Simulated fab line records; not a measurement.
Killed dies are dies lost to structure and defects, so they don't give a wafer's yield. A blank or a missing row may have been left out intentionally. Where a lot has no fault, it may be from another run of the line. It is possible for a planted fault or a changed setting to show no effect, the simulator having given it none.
Chamber matching :: flow sky130 :: cmp-02 running SKY_VIA4_CMP_21: 3 sister chambers
The step polishes, stops on SiO2, t overpolish 25 s, target thk 0 nm. 16 wafers are shown with their chamber, then 6 later ones without.

== WAFERS, EACH WITH ITS CHAMBER ==
wafer: L884.1
chamber: 2
motorCurrentA (A): 11.5
timeToEndpointS (s): 121
overpolishRunS (s): 24.988

wafer: L884.2
chamber: 3
motorCurrentA (A): 11.7
timeToEndpointS (s): 118
overpolishRunS (s): 24.995

wafer: L884.6
chamber: 2
motorCurrentA (A): 11.3
timeToEndpointS (s): 122
overpolishRunS (s): 25.007

wafer: L886.2
chamber: 3
motorCurrentA (A): 11.3
timeToEndpointS (s): 127
overpolishRunS (s): 25.007

wafer: L886.3
chamber: 1
motorCurrentA (A): 10.9
timeToEndpointS (s): 121
overpolishRunS (s): 24.997

wafer: L886.6
chamber: 1
motorCurrentA (A): 10.8
timeToEndpointS (s): 125
overpolishRunS (s): 25.013

wafer: L888.1
chamber: 2
motorCurrentA (A): 11.8
timeToEndpointS (s): 122
overpolishRunS (s): 25.008

wafer: L888.2
chamber: 1
motorCurrentA (A): 10.7
timeToEndpointS (s): 123
overpolishRunS (s): 25.014

wafer: L888.6
chamber: 2
motorCurrentA (A): 11.4
timeToEndpointS (s): 121
overpolishRunS (s): 24.996

wafer: L890.1
chamber: 1
motorCurrentA (A): 10.8
timeToEndpointS (s): 120
overpolishRunS (s): 25.011

wafer: L890.3
chamber: 3
motorCurrentA (A): 11.5
timeToEndpointS (s): 123
overpolishRunS (s): 24.991

wafer: L890.5
chamber: 1
motorCurrentA (A): 11.2
timeToEndpointS (s): 122
overpolishRunS (s): 25.007

wafer: L893.1
chamber: 1
motorCurrentA (A): 10.6
timeToEndpointS (s): 119
overpolishRunS (s): 24.995

wafer: L893.3
chamber: 2
motorCurrentA (A): 11.5
timeToEndpointS (s): 113
overpolishRunS (s): 24.999

wafer: L893.5
chamber: 2
motorCurrentA (A): 10.8
timeToEndpointS (s): 113
overpolishRunS (s): 24.992

wafer: L894.1
chamber: 3
motorCurrentA (A): 10.8
timeToEndpointS (s): 121
overpolishRunS (s): 25.015

SIGNATURES, as means of the wafers listed above
reading: motorCurrentA
chamber 1: 10.833
chamber 2: 11.383
chamber 3: 11.325
scatter within a chamber: 0.305

reading: timeToEndpointS
chamber 1: 121.67
chamber 2: 118.67
chamber 3: 122.25
scatter within a chamber: 3.55

reading: overpolishRunS
chamber 1: 25.00617
chamber 2: 24.99833
chamber 3: 25.00200
scatter within a chamber: 0.00888
Rule: a wafer's distance from a chamber is the root of the sum, over the readings, of the square of ((its reading less the chamber's mean) divided by the reading's scatter). The wafer belongs to the nearest chamber; if the next one is less than 2 further off, it can't be placed. The scatter is the square root of a quotient: the sum, over the shown wafers, of each reading's squared deviation from its chamber's mean, divided by wafers minus chambers.

== WAFERS WITH NO CHAMBER GIVEN ==
wafer: L894.4
motorCurrentA (A): 11.5
timeToEndpointS (s): 119
overpolishRunS (s): 25.011

wafer: L894.6
motorCurrentA (A): 11.1
timeToEndpointS (s): 124
overpolishRunS (s): 25.003

wafer: L896.4
motorCurrentA (A): 10.9
timeToEndpointS (s): 120
overpolishRunS (s): 24.993

wafer: L896.6
motorCurrentA (A): 11.0
timeToEndpointS (s): 123
overpolishRunS (s): 25.004

wafer: L898.1
motorCurrentA (A): 10.3
timeToEndpointS (s): 120
overpolishRunS (s): 25.005

wafer: L898.3
motorCurrentA (A): 11.0
timeToEndpointS (s): 123
overpolishRunS (s): 24.997

== EACH ONE'S CHAMBER ==
wafer: L894.4
from the rows above: can't be placed: 2 or 3 or 1
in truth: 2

wafer: L894.6
from the rows above: can't be placed: 3 or 1 or 2
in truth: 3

wafer: L896.4
from the rows above: can't be placed: 1 or 2 or 3
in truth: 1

wafer: L896.6
from the rows above: can't be placed: 1 or 3 or 2
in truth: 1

wafer: L898.1
from the rows above: can't be placed: 1 or 3 or 2
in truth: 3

wafer: L898.3
from the rows above: can't be placed: 3 or 1 or 2
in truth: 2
Placed correctly: 0 of 6. These rows do not allow placing 6 (true chamber among the candidates in 6). Placed wrongly: 0.
